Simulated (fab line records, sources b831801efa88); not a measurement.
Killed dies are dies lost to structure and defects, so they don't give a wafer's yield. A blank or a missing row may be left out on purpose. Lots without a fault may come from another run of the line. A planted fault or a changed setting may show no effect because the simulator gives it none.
Which tool did it? | flow gf180mcu | 12 lots, 36 wafers sampled, at 1 step of a route of 602

WHAT THE GAUGES READ, wafer by wafer
GF_M1_OVL_MEAS_15.
lot  | measured     | on         | M1_OVL (nm)
L075 | day 17 05:23 | overlay-02 | -6 -7 -2
L077 | day 18 10:29 | overlay-01 | 0 3 -4
L080 | day 19 16:13 | overlay-01 | 1 2 6
L081 | day 20 04:26 | overlay-01 | -9 -3 -8
L083 | day 20 15:56 | overlay-01 | -2 -3 -2
L085 | day 21 12:57 | overlay-02 | -5 -2 -1
L087 | day 22 03:59 | overlay-01 | -1 1 -10
L089 | day 22 17:17 | overlay-02 | -12 1 -13
L091 | day 23 03:20 | overlay-01 | -13 -15 -12
L093 | day 24 00:36 | overlay-01 | -7 -4 -4
L095 | day 24 12:47 | overlay-01 | -8 1 -4
L097 | day 25 06:47 | overlay-02 | 7 5 8

WHICH TOOL RAN EACH LOT (tool, then ch and the chambers of the sampled wafers, then the start)
The record holds no process step before these readings.

THE ANSWER, worked out from the rows above alone
Rule: what is usual is taken from the lots themselves. Put in order of their means at a reading, lots are off if they are a third of the lots or fewer, leave a main group of 4 or more, and stand apart from it by a gap of 3 or more times the standard deviation of the main group's means; of several such gaps the widest counts. A main group whose means are all the same, to the digits that the tables above print for the reading, isn't used. A lot without any number at a reading at which 4 lots or more have one is off too. The other lots that the step has rows for count as sound.
No lot is off at any reading shown: from this, nothing can be told.

WHAT THE SIMULATOR HAD PUT IN
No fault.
